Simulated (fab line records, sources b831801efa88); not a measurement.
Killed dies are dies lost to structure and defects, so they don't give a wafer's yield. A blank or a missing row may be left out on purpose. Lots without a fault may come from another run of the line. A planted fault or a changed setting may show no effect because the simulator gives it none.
Split-lot experiment | flow gf180mcu | 5 lots, 23 wafers read, on a route of 602 steps

THE SPLIT
At GF_VT_IMPLANT_COAT_02 (resist thk 1000 nm), the setting spin_rpm was moved away from the recipe's 3000 rpm on 5 of the 23 wafers read, by -5.1% to +3.2%. The other wafers ran this setting at the recipe's value.

The reading is taken at the split's own step.

THE READING
NOVOLAK_of_VT_IMPLANT_COAT_02.thk_nm (the simulator's own value, which no gauge read), in nm, at GF_VT_IMPLANT_COAT_02 (resist thk 1000 nm). The file gives no usual value for it. The 18 wafers here that ran the recipe average 1001.8 nm, standard deviation 3.3 nm.

wafer  | tool, chamber at the split | spin_rpm as run, rpm | against the recipe | NOVOLAK_of_VT_IMPLANT_COAT_02.thk_nm, nm | against lot-mates on the recipe
L074.1 | litho_track-03, 0          | 2848                 | -5.1%              | 1028                                     | +27.0
L074.2 | litho_track-03, 0          | 2848                 | -5.1%              | 1028                                     | +27.0
L074.3 | litho_track-03, 0          | 3000                 | recipe             | 1002                                     | -
L074.4 | litho_track-03, 0          | 3000                 | recipe             | 1000                                     | -
L074.5 | litho_track-03, 0          | 2848                 | -5.1%              | 1030                                     | +29.0
L078.1 | litho_track-02, 0          | 3000                 | recipe             | 1007                                     | -
L078.3 | litho_track-02, 0          | 3000                 | recipe             | 1006                                     | -
L078.4 | litho_track-02, 0          | 3000                 | recipe             | 1003                                     | -
L078.6 | litho_track-02, 0          | 3000                 | recipe             | 1003                                     | -
L078.5 | litho_track-02, 0          | 3000                 | recipe             | 1005                                     | -
L082.1 | litho_track-01, 0          | 3000                 | recipe             | 1004                                     | -
L082.3 | litho_track-01, 0          | 3000                 | recipe             | 1004                                     | -
L082.4 | litho_track-01, 0          | 3097                 | +3.2%              | 986.7                                    | -18.3
L082.5 | litho_track-01, 0          | 3000                 | recipe             | 1007                                     | -
L082.6 | litho_track-01, 0          | 3097                 | +3.2%              | 988                                      | -17.0
L084.1 | litho_track-01, 0          | 3000                 | recipe             | 1000                                     | -
L084.3 | litho_track-01, 0          | 3000                 | recipe             | 997.2                                    | -
L084.4 | litho_track-01, 0          | 3000                 | recipe             | 1001                                     | -
L084.6 | litho_track-01, 0          | 3000                 | recipe             | 1001                                     | -
L084.5 | litho_track-01, 0          | 3000                 | recipe             | 1002                                     | -
L085.3 | litho_track-02, 0          | 3000                 | recipe             | 998                                      | -
L085.5 | litho_track-02, 0          | 3000                 | recipe             | 997.6                                    | -
L085.6 | litho_track-02, 0          | 3000                 | recipe             | 995.1                                    | -

THE FIT
A straight line over all 23 wafers: NOVOLAK_of_VT_IMPLANT_COAT_02.thk_nm changes by -5.09 nm for each +1% of spin_rpm; r = -0.96; the points scatter about the line by 3.2 nm.
The same after taking each lot's own level away (the mean of its wafers on the recipe; 23 wafers): -5.46 nm for each +1%; r = -0.99; scatter 1.4 nm.
On that fit, the largest move of spin_rpm shifts the reading by 28 nm.
The lots' own levels span 996.90 to 1005.00 nm, that is 2.4 times the standard deviation above.
So the lot-to-lot level changes the slope little: the two slopes agree.
Check: with one of the wafers moved furthest among these (-5.1%) left out of the fit, the line predicts +27.9 nm for it against its lot-mates. It came out at +27 nm against them.

OTHER SPLITS ON THESE WAFERS
These wafers also went through other splits before the reading. Each is held against what the fit with the lots' levels taken away leaves over:
other split on the same wafers | wafers away from the commonest value | r with NOVOLAK_of_VT_IMPLANT_COAT_02.thk_nm (lot level and that fit taken away)
GF_STI_OXIDATION_01 temp_c     | 15                                   | +0.00
GF_STI_COAT_07 resist_thk_nm   | 6                                    | +0.12
GF_STI_ETCH_13 time_s          | 5                                    | +0.18
GF_STI_CVD_23 sih4_flow_sccm   | 9                                    | -0.14
GF_STI_OXIDATION_29 ox_time_s  | 10                                   | +0.00
GF_NWELL_COAT_02 spin_rpm      | 8                                    | -0.18
GF_NWELL_SOFTBAKE_03 temp_c    | 10                                   | -0.21
GF_LVPWELL_IMPLANT_08 dose_cm2 | 8                                    | -0.31

THE WHOLE CHAIN: every reading that the file lists as answering this split, in the file's order
step                   | what it does       | reading                                                                               | change (the file's fit)              | r (the file's)
GF_VT_IMPLANT_COAT_02  | resist thk 1000 nm | NOVOLAK_of_VT_IMPLANT_COAT_02.thk_nm (the simulator's own value, which no gauge read) | -5.44 nm for each +1% of the setting | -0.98
GF_VT_IMPLANT_STRIP_09 | strips in O2/N2    | strip_time_to_endpoint_s                                                              | withheld for each +1% of the setting | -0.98

THE FILE'S OWN FIT
NOVOLAK_of_VT_IMPLANT_COAT_02.thk_nm changes by -5.44 nm for each +1% of spin_rpm, r = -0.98.
